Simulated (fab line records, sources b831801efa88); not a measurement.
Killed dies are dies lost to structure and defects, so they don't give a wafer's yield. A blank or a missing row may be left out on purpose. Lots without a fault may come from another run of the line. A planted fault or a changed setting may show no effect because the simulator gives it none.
A struck lot beside a sound one | flow sky130 | 43 steps out of a route of 708
Sound: wafers L823.1, L823.2, L823.5. Struck: wafer L838.4. (L838.3, L838.6 of the same lot were not struck and are left out.) The cause comes at the end.
At each step with rows: each side's tool, then ch and its chambers, then its first start. Under that, the readings that differ: sound wafers | struck wafers | difference of the means | sigmas: that difference in standard deviations of wafers without a fault.
alike: readings whose means differ by less than 2 such deviations, and words and numbers that are the same on both sides. not compared: withheld readings, readings that some wafer has no value for, bounds like >300 that may hide the same value, and numbers for which the record gives no deviation and whose values overlap.
The two part at a step that has a row with sigmas, a row that says differs or no value, or rows on one side only. Numbers that don't overlap but have no deviation are shown without sigmas and don't part them. A reading that every wafer of one side lacks parts them only if that side has two wafers or more.

SKY_LDD_P_OVL_MEAS_08:
  sound on overlay-02, day 19 00:27; struck on overlay-02, day 24 09:11
  alike: LDD_P_OVL
then, 1 step without rows for these wafers: SKY_LDD_P_IMPLANT_09.
SKY_LDD_P_STRIP_10: strips in O2/N2.
  sound on plasma_asher-03 ch 0,1, day 19 00:38; struck on plasma_asher-03 ch 1, day 24 09:23
  reading                      | sound                | struck | difference | sigmas
  strip_time_to_endpoint_s (s) | 14.177 14.130 14.165 | 14.227 | +0.070     | +2
  alike: drypump_motor_current_A, oes_product_au
  not compared: rf_hours_counter_h
SKY_LDD_P_TW_MEAS_11:
  sound on film_metro-02, day 19 00:44; struck on film_metro-03, day 24 09:29
  reading  | sound       | struck | difference | sigmas
  LDD_P_TW | 627 628 627 | 639    | +12        | +2
then, 7 steps without rows for these wafers: SKY_LDD_HVN_DEHYDRATE_00 (time 60 s); SKY_LDD_HVN_HMDS_01 (prime time 60 s); SKY_LDD_HVN_COAT_02 (resist thk 300 nm); SKY_LDD_HVN_SOFTBAKE_03 (time 60 s); SKY_LDD_HVN_EXPOSE_04 (exposes mask HVNTM, target cd 700 nm); SKY_LDD_HVN_PEB_05; SKY_LDD_HVN_DEVELOP_06 (develop time 60 s).
SKY_LDD_HVN_OVL_MEAS_07:
  sound on overlay-01, day 20 07:36; struck on overlay-02, day 25 14:25
  alike: LDD_HVN_OVL
SKY_LDD_HVN_IMPLANT_08:
  sound on implanter-01 ch 0, day 20 07:38; struck on implanter-02 ch 0, day 25 14:29
  alike: beam_energy_keV, beam_on_s, dose_ions_cm2, end_station_pressure_torr
SKY_LDD_HVN_STRIP_09: strips in O2/N2.
  sound on plasma_asher-03 ch 0,1, day 20 07:47; struck on plasma_asher-04 ch 0, day 25 14:37
  alike: drypump_motor_current_A, oes_product_au, strip_time_to_endpoint_s
  not compared: rf_hours_counter_h
SKY_LDD_HVN_TW_MEAS_10:
  sound on film_metro-01, day 20 07:53; struck on film_metro-03, day 25 14:42
  reading    | sound          | struck | difference | sigmas
  LDD_HVN_TW | 1449 1458 1456 | 1396   | -58        | -4
then, 7 steps without rows for these wafers: SKY_LDD_HVP_DEHYDRATE_00 (time 60 s); SKY_LDD_HVP_HMDS_01 (prime time 60 s); SKY_LDD_HVP_COAT_02 (resist thk 300 nm); SKY_LDD_HVP_SOFTBAKE_03 (time 60 s); SKY_LDD_HVP_EXPOSE_04 (exposes mask HVPTM, target cd 700 nm); SKY_LDD_HVP_PEB_05; SKY_LDD_HVP_DEVELOP_06 (develop time 60 s).
SKY_LDD_HVP_OVL_MEAS_07:
  sound on overlay-02, day 21 15:21; struck on overlay-02, day 26 19:40
  alike: LDD_HVP_OVL
then, 1 step without rows for these wafers: SKY_LDD_HVP_IMPLANT_08.
SKY_LDD_HVP_STRIP_09: strips in O2/N2.
  sound on plasma_asher-01 ch 0,1, day 21 15:32; struck on plasma_asher-04 ch 0, day 26 19:52
  alike: drypump_motor_current_A, oes_product_au, strip_time_to_endpoint_s
  not compared: rf_hours_counter_h
SKY_LDD_HVP_TW_MEAS_10:
  sound on film_metro-03, day 21 15:38; struck on film_metro-04, day 26 19:57
  alike: LDD_HVP_TW
then, 7 steps without rows for these wafers: SKY_LDD_LDN_DEHYDRATE_00 (time 60 s); SKY_LDD_LDN_HMDS_01 (prime time 60 s); SKY_LDD_LDN_COAT_02 (resist thk 1140 nm); SKY_LDD_LDN_SOFTBAKE_03 (time 60 s); SKY_LDD_LDN_EXPOSE_04 (exposes mask LDNTM, target cd 700 nm); SKY_LDD_LDN_PEB_05; SKY_LDD_LDN_DEVELOP_06 (develop time 60 s).
SKY_LDD_LDN_OVL_MEAS_07:
  sound on overlay-01, day 22 22:00; struck on overlay-02, day 28 00:21
  alike: LDD_LDN_OVL
then, 4 steps without rows for these wafers: SKY_LDD_LDN_IMPLANT_08; SKY_LDD_LDN_IMPLANT_09; SKY_LDD_LDN_IMPLANT_10; SKY_LDD_LDN_IMPLANT_11.
SKY_LDD_LDN_STRIP_12: strips in O2/N2.
  sound on plasma_asher-04 ch 0,1, day 22 22:38; struck on plasma_asher-03 ch 0, day 28 01:00
  alike: drypump_motor_current_A, oes_product_au, strip_time_to_endpoint_s
  not compared: rf_hours_counter_h
SKY_LDD_LDN_TW_MEAS_13:
  sound on film_metro-02, day 22 22:44; struck on film_metro-01, day 28 01:05
  reading    | sound          | struck | difference | sigmas
  LDD_LDN_TW | 1458 1452 1468 | 1516   | +57        | +4
then, 2 steps without rows for these wafers: SKY_LDD_LDN_CLEAN_14 (cleans in SC1/SC2, time 150 s); SKY_SPACER_CVD_00 (deposits Si3N4 from DCS/NH3, target thk 43.1 nm, time 740 s).
-- the record jumps here: 21 days lie between the struck wafers' starts before and after (it left off in module SPACER and takes up again in module PAD_OPEN, whose first step shown is number 708 of the route) --
SKY_PAD_OPEN_PROBE_99:
  sound on prober-01, day 45 17:31; struck on prober-01, day 49 04:42
  reading                                        | sound             | struck | difference | sigmas
  model.etest.tip_n_5v.rs_ohm_sq                 | 1404 1391 1394    | 1542   | +146       |
  model.etest.tip_n_5v.rs_ohm_sq_range           | 42.85 40.33 31.15 | 176.9  | +138.8     |
  model.etest.tip_n_5v.rs_ohm_sq_rim_less_centre | 29.56 17.44 16.07 | -79.86 | -100.88    |
  alike: killed_at_M0_to_M3, killed_at_M4_up, killed_at_contacts, killed_at_front_end, killed_at_other, killed_dies, killed_open, killed_short

WHERE THEY PART
First at SKY_LDD_P_STRIP_10; last, within this record, at SKY_LDD_LDN_TW_MEAS_13. Later steps at which nothing parts them and some readings are alike: SKY_PAD_OPEN_PROBE_99.

WHY: what the simulator had put in
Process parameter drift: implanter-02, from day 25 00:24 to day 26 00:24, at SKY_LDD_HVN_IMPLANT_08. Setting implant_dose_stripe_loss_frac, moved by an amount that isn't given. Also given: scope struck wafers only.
